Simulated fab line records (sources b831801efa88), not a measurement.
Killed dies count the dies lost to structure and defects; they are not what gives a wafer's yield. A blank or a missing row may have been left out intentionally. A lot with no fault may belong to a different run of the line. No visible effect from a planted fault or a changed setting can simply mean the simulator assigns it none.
fab line records	flow gf180mcu
[record] lots = 14	wafers = 42	lastDay = 34
route steps=602 shown STI@13 NWELL@48 MVPSD@88
lots untouched by any fault: they come from a run of this same line in which no faults occurred
startH: start of the lot's first displayed wafer, in hours after the record's first day	waitH: hours since the lot's step before	" the same as in the row above	L1.1+2: a row that stands for several wafers	- no value, or no start was given	* or withheld: withheld	< > ~ a bound
route shown NAME@n: NAME is a module with steps in the file, n the number in the route of the first one	usual: mean/standard deviation of fault-free wafers	same: alike in all rows	chamber/n: place in a boat	sites: per-site readings	_std_site: their standard deviation	_edge_site: outer sites' mean less inner sites'	radiusMm: how far each site lies from the wafer's centre	mask NAME#n: copy n	behind: tool/chamber where the wafer was last shaped	hold: cause of the lot's hold/its duration in hours/its outcome	device: the n, p or np transistor that did not switch	end of line: the route-end tests of the same wafers	a step given without rows: its recipe and nothing more	killed: at the first sort, the dies lost to defects and structure; wafer yield is something else	map: dies across one wafer; x = killed, . = not, _ = none there
set.NAME: the run value of the setting; set.NAME@STEP: its run value at that earlier step	model.NAME: the simulator's own value behind a step, which no gauge read
route steps across a sampled set of lots; one table per step, one row per wafer
services: the hour from which a tool's chamber was out of use, counted from the record's first day as startH (under 0 if before that day), plus the number of hours and why
[[steps]]
[step GF_STI_CD_MEAS_12]
[recipe] targetCdNm = 220
[usual] cdNm = 220.1/1.2
lot.wafer	tool	chamber	startH	waitH	cdNm
L748.3	cdSem-02	-	25.46	0.1	219.3
L748.5	"	-	"	"	219.8
L748.6	"	-	"	"	218.5
L749.1	cdSem-01	-	36.67	0.1	220.3
L749.2	"	-	"	"	219.7
L749.5	"	-	"	"	219.9
L750.1	cdSem-01	-	37.13	0.1	220.7
L750.2	"	-	"	"	221.6
L750.4	"	-	"	"	220.2
L752.1	cdSem-01	-	50.08	0.1	219.3
L752.4	"	-	"	"	219.3
L752.6	"	-	"	"	219.6
L753.1	cdSem-02	-	50.32	0.1	221.5
L753.3	"	-	"	"	219.8
L753.6	"	-	"	"	219.0
L754.3	cdSem-02	-	61.66	0.1	219.8
L754.5	"	-	"	"	219.0
L754.6	"	-	"	"	220.4
L755.3	cdSem-01	-	63.06	0.1	220.8
L755.4	"	-	"	"	221.3
L755.6	"	-	"	"	220.4
L756.3	cdSem-01	-	66.81	0.1	219.8
L756.5	"	-	"	"	220.2
L756.6	"	-	"	"	219.0
L759.1	cdSem-01	-	82.03	0.1	220.5
L759.2	"	-	"	"	219.5
L759.4	"	-	"	"	217.0
L763.1	cdSem-01	-	102.12	0.1	219.0
L763.4	"	-	"	"	218.9
L763.5	"	-	"	"	220.0
L765.3	cdSem-01	-	115.62	0.1	221.3
L765.4	"	-	"	"	222.0
L765.5	"	-	"	"	221.1
L766.2	cdSem-02	-	118.99	0.1	218.7
L766.5	"	-	"	"	219.0
L766.6	"	-	"	"	218.3
L768.2	cdSem-02	-	128.70	0.1	219.6
L768.4	"	-	"	"	218.9
L768.6	"	-	"	"	219.1
L771.1	cdSem-01	-	144.37	0.1	218.6
L771.2	"	-	"	"	218.6
L771.3	"	-	"	"	219.0
[step GF_NWELL_DEVELOP_06]
[recipe] wallAngleDeg = 90	developTimeS = 60	devTempC = 23
[usual] developerTempC = 23.01/0.12	exhaustPa = 45.1/1.1
lot.wafer	tool	chamber	startH	waitH	developerTempC	exhaustPa
L748.3	lithoTrack-01	0	64	-	23.02	45.2
L748.5	"	0	"	"	23.08	45.6
L748.6	"	0	"	"	22.88	46.1
L750.1	lithoTrack-03	0	72	-	23.10	44.1
L750.2	"	0	"	"	22.95	45.7
L750.4	"	0	73	-	23.04	44.9
L749.1	lithoTrack-01	0	73	-	23.25	45.5
L749.2	"	0	"	"	23.24	44.2
L749.5	"	0	"	"	23.04	45.5
L752.1	lithoTrack-02	0	81	-	23.29	45.7
L752.4	"	0	"	"	23.27	47.3
L752.6	"	0	"	"	23.23	45.6
L753.1	lithoTrack-01	0	81	-	22.97	45.2
L753.3	"	0	82	-	22.97	45.7
L753.6	"	0	"	"	23.00	44.3
L755.3	lithoTrack-03	0	94	-	22.89	44.1
L755.4	"	0	"	"	22.97	41.8
L755.6	"	0	"	"	23.01	43.0
L754.3	lithoTrack-03	0	95	-	23.01	42.8
L754.5	"	0	"	"	23.10	44.4
L754.6	"	0	"	"	22.95	43.7
L756.3	lithoTrack-02	0	97	-	23.10	45.6
L756.5	"	0	"	"	23.19	46.6
L756.6	"	0	"	"	23.19	45.3
L759.1	lithoTrack-03	0	113	-	22.97	45.4
L759.2	"	0	"	"	23.04	43.6
L759.4	"	0	"	"	23.13	44.8
L763.1	lithoTrack-01	0	137	-	23.14	45.1
L763.4	"	0	"	"	22.93	46.4
L763.5	"	0	"	"	23.04	44.3
L765.3	lithoTrack-02	0	150	-	22.86	45.8
L765.4	"	0	"	"	23.12	43.4
L765.5	"	0	"	"	23.08	44.4
L766.2	lithoTrack-03	0	153	-	22.09	46.3
L766.5	"	0	"	"	22.16	46.3
L766.6	"	0	"	"	22.02	46.5
L768.2	lithoTrack-03	0	165	-	22.05	43.8
L768.4	"	0	"	"	22.19	43.7
L768.6	"	0	"	"	22.01	43.5
L771.1	lithoTrack-02	0	180	-	23.04	44.9
L771.2	"	0	"	"	22.93	43.3
L771.3	"	0	"	"	22.89	45.7
[step GF_MVPSD_STRIP_10]
[recipe] chemistry = O2/N2	powerW = 1400	pressureMtorr = 1500	platenTempC = 250	o2FlowSccm = 3000	n2FlowSccm = 300	overashFraction = 0.5
[usual] drypumpMotorCurrentA = 5.8/0.38	heaterPowerW = 341/37	o2FlowSccm = 2999/8.3	oesProductAu = 0.722/0.0045	platenTempC = 250.00/0.19	stripTimeToEndpointS = 37.01/0.095
lot.wafer	tool	chamber	startH	waitH	drypumpMotorCurrentA	heaterPowerW	o2FlowSccm	oesProductAu	platenTempC	rfHoursCounterH	stripTimeToEndpointS
L748.3	plasmaAsher-04	0	106.00	0.1	5.4	318	3007	0.707	249.93	-	36.96
L748.5	"	1	"	"	6.1	379	2996	0.708	250.01	-	36.99
L748.6	"	0	"	"	5.4	311	2994	0.731	249.74	-	36.95
L750.1	plasmaAsher-01	1	114.46	0.1	5.7	398	2996	0.716	249.80	50	36.92
L750.2	"	0	"	"	5.6	325	2998	0.727	250.08	50	36.96
L750.4	"	0	"	"	5.6	333	3014	0.720	249.99	-	36.90
L749.1	plasmaAsher-01	0	115.57	0.1	5.6	334	2999	0.720	249.99	51	37.15
L749.2	"	1	"	"	5.6	398	2998	0.720	249.89	51	37.03
L749.5	"	0	"	"	5.6	335	2986	0.724	250.18	-	37.20
L752.1	plasmaAsher-01	1	129.50	0.1	5.6	393	3001	0.725	250.13	52	36.93
L752.4	"	0	"	"	5.7	340	2988	0.724	250.03	-	36.96
L752.6	"	1	"	"	5.6	394	2994	0.721	250.06	-	36.86
L753.1	plasmaAsher-04	1	129.66	0.1	6.1	368	2988	0.719	249.86	46	37.22
L753.3	"	1	"	"	6.1	378	2999	0.727	249.75	-	36.98
L753.6	"	1	"	"	6.0	364	3008	0.721	249.78	-	37.11
L755.3	plasmaAsher-04	1	138.15	0.1	6.1	371	2994	0.718	250.08	-	37.02
L755.4	"	0	"	"	5.4	325	2998	0.720	250.09	-	36.96
L755.6	"	1	"	"	6.1	378	2992	0.719	250.26	-	36.88
L754.3	plasmaAsher-04	1	140.45	0.1	6.1	374	3013	0.724	249.76	-	36.98
L754.5	"	1	"	"	6.1	368	3010	0.729	249.80	-	36.92
L754.6	"	0	"	"	5.4	318	3000	0.724	250.46	-	36.94
L756.3	plasmaAsher-04	0	141.75	0.1	5.4	318	2998	0.715	249.66	-	37.08
L756.5	"	0	"	"	5.4	311	2994	0.722	250.12	-	37.15
L756.6	"	1	"	"	6.0	377	3004	0.726	249.92	-	37.13
L759.1	plasmaAsher-03	0	159.10	0.1	5.5	294	3003	0.725	250.15	4	37.01
L759.2	"	1	"	"	6.6	293	3010	0.727	250.02	4	36.88
L759.4	"	0	"	"	5.5	292	3004	0.721	250.21	-	37.00
L763.1	plasmaAsher-04	1	186.67	0.1	6.1	373	3000	0.716	249.74	52	37.08
L763.4	"	1	"	"	6.1	371	3000	0.725	249.80	-	37.17
L763.5	"	0	"	"	5.4	315	3009	0.725	250.09	-	37.08
L765.3	plasmaAsher-03	0	200.50	0.1	5.5	301	2971	0.722	250.14	-	37.03
L765.4	"	1	"	"	6.6	298	3006	0.728	249.95	-	37.02
L765.5	"	1	"	"	6.6	295	3005	0.725	249.74	-	37.00
L766.2	plasmaAsher-01	0	204.20	0.1	5.6	333	2991	0.719	249.70	61	36.85
L766.5	"	0	"	"	5.7	331	2995	0.721	249.91	-	37.04
L766.6	"	1	"	"	5.6	390	2992	0.726	250.11	-	36.94
L768.2	plasmaAsher-01	1	215.85	0.1	5.6	399	2988	0.717	250.30	62	36.97
L768.4	"	1	"	"	5.7	393	2994	0.716	249.94	-	37.01
L768.6	"	1	"	"	5.6	386	2994	0.728	249.73	-	36.88
L771.1	plasmaAsher-01	0	232.86	0.1	5.7	331	2992	0.718	250.03	63	36.82
L771.2	"	1	"	"	5.6	395	2992	0.714	250.03	63	36.97
L771.3	"	1	"	"	5.7	385	2993	0.717	250.05	-	36.86
[step GF_MVPSD_TW_MEAS_11]
[usual] MVPSD_TW = 553/7.8
lot.wafer	tool	chamber	startH	waitH	MVPSD_TW
L748.3	filmMetro-02	-	106.08	0.1	561
L748.5	"	-	"	"	560
L748.6	"	-	"	"	565
L750.1	filmMetro-02	-	114.56	0.1	558
L750.2	"	-	"	"	558
L750.4	"	-	"	"	560
L749.1	filmMetro-01	-	115.67	0.1	554
L749.2	"	-	"	"	557
L749.5	"	-	"	"	552
L752.1	filmMetro-01	-	129.60	0.1	550
L752.4	"	-	"	"	549
L752.6	"	-	"	"	552
L753.1	filmMetro-01	-	129.76	0.1	546
L753.3	"	-	"	"	549
L753.6	"	-	"	"	546
L755.3	filmMetro-02	-	138.23	0.1	562
L755.4	"	-	"	"	561
L755.6	"	-	"	"	563
L754.3	filmMetro-02	-	140.53	0.1	564
L754.5	"	-	"	"	562
L754.6	"	-	"	"	565
L756.3	filmMetro-01	-	141.83	0.1	548
L756.5	"	-	"	"	552
L756.6	"	-	"	"	553
L759.1	filmMetro-02	-	159.20	0.1	562
L759.2	"	-	"	"	558
L759.4	"	-	"	"	561
L763.1	filmMetro-01	-	186.77	0.1	550
L763.4	"	-	"	"	547
L763.5	"	-	"	"	547
L765.3	filmMetro-01	-	200.58	0.1	551
L765.4	"	-	"	"	551
L765.5	"	-	"	"	555
L766.2	filmMetro-04	-	204.31	0.1	543
L766.5	"	-	"	"	541
L766.6	"	-	"	"	540
L768.2	filmMetro-01	-	215.96	0.1	552
L768.4	"	-	"	"	553
L768.6	"	-	"	"	551
L771.1	filmMetro-02	-	232.96	0.1	559
L771.2	"	-	"	"	560
L771.3	"	-	"	"	563
[[services]]
tool	chamber	startH	hours	kind
plasmaAsher-04	-	59.12	1.4	repair
plasmaAsher-04	-	106.06	14.6	pm
plasmaAsher-03	-	108.75	9.0	pm
plasmaAsher-03	0	108.75	9.0	ventCycle
plasmaAsher-03	1	108.75	9.0	ventCycle
plasmaAsher-03	0	117.75	-	clean
plasmaAsher-03	1	117.75	-	clean
plasmaAsher-03	-	136.32	7.5	pm
plasmaAsher-03	-	181.61	3.2	repair
[[key]]
[firstSign] step = GF_NWELL_DEVELOP_06	reading = developerTempC	direction = down	sigmas = 8	usual = *	struck = *
effect none on later readings
metAt GF_NWELL_DEVELOP_06
struckLots L766,L768
testerLeftOut L766,L768
notActingAt GF_STI_CD_MEAS_12,GF_MVPSD_STRIP_10,GF_MVPSD_TW_MEAS_11
onsetBetween 113 153
[fault] kind = processParameterDrift	tool = lithoTrack-03	chamber = -	onsetH = 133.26	steps = GF_NWELL_DEVELOP_06	channel = devTempC	offset = *	shape = step	endH = 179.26	actsIn = *	stated = *
// testerLeftOut: of these lots the tester's yield and bins aren't shown, on N5 and GAA mostly nor the transistor test; their killed dies are dies lost to structure and defects alone, not to doping, threshold or leakage, so they don't give the yield
